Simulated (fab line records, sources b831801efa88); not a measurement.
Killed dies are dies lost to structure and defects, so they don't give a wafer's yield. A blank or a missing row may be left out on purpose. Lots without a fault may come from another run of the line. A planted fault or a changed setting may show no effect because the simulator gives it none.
One fault seen from 2 desks | flow gf180mcu | each desk has only its own numbers; what lay behind them comes last

THE TOOL OWNER'S DESK: pvd_sputter-03
The tool's own readings at GF_M3_SPUTTER_02 (material AlCu, target thk 450 nm, time 23.9 s): means of the sampled wafers that have a number, for each lot that ran on this tool. A lot is out of limits, marked OUT, if its mean lies more than 4 standard deviations from the usual mean; the brackets give that distance.
Columns: A = cathode_dc_power_W at GF_M3_SPUTTER_02, usual 10600 W; B = throttle_valve_pct at GF_M3_SPUTTER_02, usual 30.1 %
lot  | first seen here | A                       | B
L216 | day 23 00:41    | 10601                   | 30.7
L220 | day 24 06:41    | 10599                   | 30.5
L222 | day 24 20:45    | 10183 (-99 or more) OUT | 31.2
This desk's finding: out of limits on L222; first on L222, day 24 20:45 (cathode_dc_power_W at GF_M3_SPUTTER_02). In limits: L216, L220.

THE METROLOGY DESK
What the gauges read, lot by lot, whatever tool the lot ran on: means of the sampled wafers that have a number. A lot is out of limits, marked OUT, if its mean lies more than 4 standard deviations from the usual mean; the brackets give that distance.
Columns: A = M3_ALCU_RS at GF_M3_RS_MEAS_05, usual 0.0692 ohm/sq; B = M3_ALCU_THK at GF_M3_THK_MEAS_06, usual 447 nm
lot  | first seen here | A      | B
L210 | day 20 05:51    | 0.0692 | 449
L213 | day 21 13:34    | 0.0698 | 446
L215 | day 22 05:08    | 0.0685 | 450
L216 | day 23 00:48    | 0.0688 | 451
L217 | day 23 01:16    | 0.0684 | 450
L218 | day 23 07:11    | 0.0688 | 447
L220 | day 24 06:47    | 0.0689 | 446
L222 | day 24 20:54    | 0.0723 | 429
L223 | day 24 23:53    | 0.0682 | 450
L232 | day 27 18:06    | 0.0707 | 440
This desk's finding: nothing out of limits on any of the 10 lots.

PUT TOGETHER
The tool owner's desk could have raised an alarm at day 24 20:45, on L222.
The metrology desk saw nothing out of limits.
The metrology desk has L222 on record, within its limits.
Of the lots named, all ran GF_M3_SPUTTER_02 on pvd_sputter-03.

WHAT THE SIMULATOR HAD PUT IN
Process parameter drift: pvd_sputter-03, from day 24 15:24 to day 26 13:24, at GF_M3_SPUTTER_02. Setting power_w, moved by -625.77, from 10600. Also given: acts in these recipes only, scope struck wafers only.
Lots struck among those shown: L222.
Hours from the fault's start to each desk's first reading out of limits: the tool owner's desk, 5.
